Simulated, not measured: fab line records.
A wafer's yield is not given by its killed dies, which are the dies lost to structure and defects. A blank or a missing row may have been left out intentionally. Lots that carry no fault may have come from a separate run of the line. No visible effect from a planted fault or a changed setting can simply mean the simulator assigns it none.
The tool behind it: which one? | flow gf180mcu | Sampling: 14 lots, 42 wafers, 5 of 602 route steps

== WHAT THE GAUGES SHOWED, per wafer ==
GF_SAB_THK_MEAS_01.
lot  | measured     | on            | SAB_CVD_00_THK (nm)
L592 | day 14 07:28 | film metro-04 | 50.0 49.8 50.1
L593 | day 14 15:27 | film metro-02 | 49.7 49.9 50.6
L594 | day 14 22:46 | film metro-02 | 49.3 51.7 50.8
L595 | day 15 07:29 | film metro-03 | 49.8 49.6 49.9
L596 | day 15 18:07 | film metro-03 | 50.4 49.2 50.9
L597 | day 16 04:14 | film metro-03 | 50.0 51.2 50.8
L599 | day 16 19:51 | film metro-02 | 50.5 50.4 50.5
L600 | day 17 03:15 | film metro-04 | 50.1 50.5 50.8
L606 | day 19 11:58 | film metro-03 | 42.6 42.6 43.0
L607 | day 19 17:32 | film metro-04 | 41.3 42.2 42.8
L610 | day 21 00:20 | film metro-04 | 50.2 50.1 49.6
L611 | day 21 05:19 | film metro-02 | 49.4 49.3 50.4
L612 | day 21 10:52 | film metro-03 | 50.5 50.1 49.8
L613 | day 21 18:02 | film metro-03 | 49.7 50.3 50.1

GF_SAB_CD_MEAS_09 targets a cd of 420 nm.
lot  | measured     | on        | cd nm (nm)
L592 | day 15 04:17 | cd sem-02 | 422.8 420.1 423.8
L593 | day 15 12:16 | cd sem-01 | 419.9 419.1 420.3
L594 | day 15 19:44 | cd sem-01 | 419.5 418.0 416.2
L595 | day 16 04:32 | cd sem-02 | 422.2 421.2 419.6
L596 | day 16 16:07 | cd sem-02 | 416.5 418.4 417.9
L597 | day 17 02:26 | cd sem-01 | 415.8 416.2 418.3
L599 | day 17 19:02 | cd sem-01 | 418.9 420.2 420.9
L600 | day 18 01:59 | cd sem-01 | 417.9 417.9 418.5
L606 | day 20 12:14 | cd sem-02 | 416.3 418.4 420.6
L607 | day 20 17:54 | cd sem-02 | 420.3 422.1 419.7
L610 | day 21 23:59 | cd sem-01 | 421.3 419.9 420.0
L611 | day 22 04:51 | cd sem-02 | 420.7 419.9 419.1
L612 | day 22 10:33 | cd sem-02 | 423.5 421.1 420.6
L613 | day 22 17:14 | cd sem-02 | 420.7 422.8 420.6

GF_CONTACT_THK_MEAS_03.
lot  | measured     | on            | CONTACT_CVD_02_THK (nm)
L592 | day 15 05:35 | film metro-01 | 846 832 880
L593 | day 15 13:34 | film metro-01 | 845 860 877
L594 | day 15 21:02 | film metro-01 | 853 882 859
L595 | day 16 05:51 | film metro-02 | 854 868 872
L596 | day 16 17:23 | film metro-02 | 857 850 884
L597 | day 17 03:39 | film metro-02 | 861 863 873
L599 | day 17 20:14 | film metro-01 | 864 860 872
L600 | day 18 03:12 | film metro-04 | 852 836 870
L606 | day 20 13:25 | film metro-04 | 860 880 875
L607 | day 20 19:04 | film metro-01 | 872 875 879
L610 | day 22 01:11 | film metro-01 | 846 870 886
L611 | day 22 06:02 | film metro-02 | 847 852 885
L612 | day 22 11:44 | film metro-02 | 858 869 873
L613 | day 22 18:27 | film metro-02 | 864 851 868

== TOOL THAT RAN EACH LOT (tool first, then ch and the chambers of the sampled wafers, then the start) ==
lot  | GF_SAB_CVD_00                   | GF_CONTACT_CVD_02
L592 | pecvd-01 ch 0,1,2, day 14 07:26 | pecvd-01 ch 0,1,2, day 15 05:31
L593 | pecvd-03 ch 0,1,2, day 14 15:25 | pecvd-03 ch 0,2, day 15 13:29
L594 | pecvd-03 ch 0,1,2, day 14 22:43 | pecvd-01 ch 0,2, day 15 20:56
L595 | pecvd-03 ch 0,1, day 15 07:28   | pecvd-02 ch 0,1,2, day 16 05:47
L596 | pecvd-03 ch 0,2, day 15 18:05   | pecvd-01 ch 0,1,2, day 16 17:19
L597 | pecvd-04 ch 0,2, day 16 04:13   | pecvd-02 ch 0,2, day 17 03:35
L599 | pecvd-04 ch 0,2, day 16 19:50   | pecvd-02 ch 0,1,2, day 17 20:10
L600 | pecvd-01 ch 0,1,2, day 17 03:14 | pecvd-01 ch 0,2, day 18 03:08
L606 | pecvd-04 ch 0,1,2, day 19 11:56 | pecvd-03 ch 0,2, day 20 13:20
L607 | pecvd-04 ch 0,1,2, day 19 17:30 | pecvd-03 ch 0,1,2, day 20 19:00
L610 | pecvd-01 ch 0,1,2, day 21 00:17 | pecvd-02 ch 0,1,2, day 22 01:06
L611 | pecvd-03 ch 0,2, day 21 05:17   | pecvd-01 ch 0,1,2, day 22 05:58
L612 | pecvd-01 ch 0,1,2, day 21 10:50 | pecvd-02 ch 0,1,2, day 22 11:40
L613 | pecvd-03 ch 0,1,2, day 21 18:01 | pecvd-03 ch 0,1, day 22 18:23
- GF_SAB_CVD_00: deposits SiO2 from TEOS, target thk 50 nm, time 4.9302 s.
- GF_CONTACT_CVD_02: deposits SiO2 from TEOS, target thk 860 nm, time 95.992 s.

== AS READ BY THE TOOLS THEMSELVES (means over the sampled wafers that have a number; for cases with no such wafer, the mark the record gives instead) ==
GF_SAB_CVD_00.
lot  | tool     | heater power w (W) | rf fwd power W (W)
L592 | pecvd-01 | 633                | 585.3
L593 | pecvd-03 | 610                | 586.0
L594 | pecvd-03 | 642                | 588.9
L595 | pecvd-03 | 598                | 587.8
L596 | pecvd-03 | 666                | 586.7
L597 | pecvd-04 | 696                | 584.3
L599 | pecvd-04 | 654                | 584.2
L600 | pecvd-01 | 615                | 587.3
L606 | pecvd-04 | 629                | 584.4
L607 | pecvd-04 | 661                | 583.1
L610 | pecvd-01 | 631                | 587.7
L611 | pecvd-03 | 659                | 585.1
L612 | pecvd-01 | 607                | 586.5
L613 | pecvd-03 | 653                | 586.8

GF_CONTACT_CVD_02.
lot  | tool     | heater power w (W) | rf fwd power W (W)
L592 | pecvd-01 | 640                | 595.5
L593 | pecvd-03 | 656                | 598.2
L594 | pecvd-01 | 576                | 596.6
L595 | pecvd-02 | 638                | 596.4
L596 | pecvd-01 | 632                | 597.2
L597 | pecvd-02 | 645                | 595.1
L599 | pecvd-02 | 625                | 597.1
L600 | pecvd-01 | 612                | 598.8
L606 | pecvd-03 | 681                | 595.2
L607 | pecvd-03 | 625                | 596.1
L610 | pecvd-02 | 574                | 594.6
L611 | pecvd-01 | 604                | 595.5
L612 | pecvd-02 | 586                | 596.4
L613 | pecvd-03 | 654                | 596.5

== THE ANSWER, worked out from the rows above alone ==
Rule: usual is defined by the lots themselves. Put in order of their means at a reading, lots are off if they are a third of the lots or fewer, leave a main group of 4 or more, and stand apart from it by a gap of 3 or more times the standard deviation of the main group's means; of several such gaps the widest counts. A main group is skipped when, at the precision printed for the reading in the tables above, its means are all equal. Also off: a lot with no number at a reading for which 4 or more lots have one. Where the step has rows for the other lots, those lots are counted as sound. The gauges are gone through in route order, then the tools' own readings, and for those a lot's mean is taken as printed above. At the first step where some lot is off, the reading lying furthest off is the one used; lots without a number count as furthest.
Off: L606, L607, seen at GF_SAB_THK_MEAS_01 (SAB_CVD_00_THK). For the main group the mean is 50.2 nm and the standard deviation 0.3.
If a tool, at a process step before that reading, ran all the lots that are off and no sound lot after the first of them, it fits. Those tools and the gauges at GF_SAB_THK_MEAS_01 are tried in the same way. One candidate fits, namely pecvd-04 at GF_SAB_CVD_00. Its last sound lot is L599 (day 16 19:50), its first lot that is off L606 (day 19 11:56): a fault that began between those two fits.

== WHAT THE SIMULATOR HAD INSERTED ==
Site profile drift: pecvd-04, from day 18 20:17 on, at GF_SAB_CVD_00. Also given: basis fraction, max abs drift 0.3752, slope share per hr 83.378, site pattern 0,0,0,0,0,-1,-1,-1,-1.
Lots struck among those shown: L606, L607. The same result came from the rule above.
